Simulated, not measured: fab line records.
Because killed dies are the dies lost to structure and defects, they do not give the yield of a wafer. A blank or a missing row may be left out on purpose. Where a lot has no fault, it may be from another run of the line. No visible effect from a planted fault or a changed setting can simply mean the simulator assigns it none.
8D (eight disciplines) problem report, filled in by code | flow sky130 | the parts of the form that need people (team, actions taken, sign-off) are left out

== 1. THE ISSUE ==
beam_energy_keV at SKY_LDD_LDN_IMPLANT_11 reads a mean of 16.491 on 6 wafers of 2 lots; wafers without a fault read 14.998 with a standard deviation of 0.0042. So: +99 or more standard deviations from the usual mean.
Seen first at day 28 00:26 on implanter-03, wafer L563.1. At this step, 42 wafers from 14 lots have a number in the record. By rule, "out" or "out of limits" means more than 4 standard deviations away from the usual mean. The rest of the wafers with a number are treated as sound.

== 2. WHAT THIS IS AND IS NOT ==
question                    | is                     | is not
which readings at this step | beam_energy_keV        | -
which lots                  | L563, L565             | L549, L550, L551, L553, L555, L556, L557, L558, L560, L564, L570, L572
which wafers of those lots  | all that have a number | -
read on which tools         | implanter-03           | implanter-02, implanter-04
when                        | from day 28 00:26      | up to then (27 sound wafers); but 9 sound wafers of L564, L570, L572 came after

== 3. WHAT RULES OUT EACH SUSPECT ==
Counting: a tool stays on the suspect list if, at a process step up to the reading, it processed all lots that are out and no sound lot following the first of them.
- implanter-03 at SKY_LDD_LDN_IMPLANT_11: kept. It ran every lot that is out, first L563 (day 28 00:26), and no sound lot after that; its last sound lot up to then is L560 (day 27 12:39). On those wafers its own readings are out: beam_energy_keV.
The count leaves implanter-03 at SKY_LDD_LDN_IMPLANT_11.

== 4. THE CAUSE (what the simulator had put in) ==
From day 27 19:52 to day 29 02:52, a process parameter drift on implanter-03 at SKY_LDD_LDN_IMPLANT_11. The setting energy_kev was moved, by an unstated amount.
Only this tool survived the counting.

== 5. THE CHAIN OF EFFECTS, in route order ==
One row per reading whose mean, taken over the struck wafers that have a number, lies over 3 standard deviations from the usual. Readings are gone through only where the record gives a usual standard deviation; hours: the median, over the lots, of the time from a lot's start at the first step in this table giving one to that lot's start at this step; sigmas: the change measured in usual standard deviations.
hours | step                   | reading         | usual  | on struck wafers | change | sigmas
0     | SKY_LDD_LDN_IMPLANT_11 | beam_energy_keV | 14.998 | 16.491           | +1.493 | +99 or more
Its process steps:
- SKY_LDD_LDN_IMPLANT_11
Later steps that measure or inspect, where all struck wafers having a row at the step show a number for every such reading and not one has moved that far: SKY_LI_CONTACT_THK_MEAS_23, SKY_VIA2_CD_MEAS_12.

== 6. WHAT WOULD HAVE CAUGHT IT SOONER ==
In this record the first reading out of limits was taken at day 28 00:26, 5 hours after the fault began at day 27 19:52.
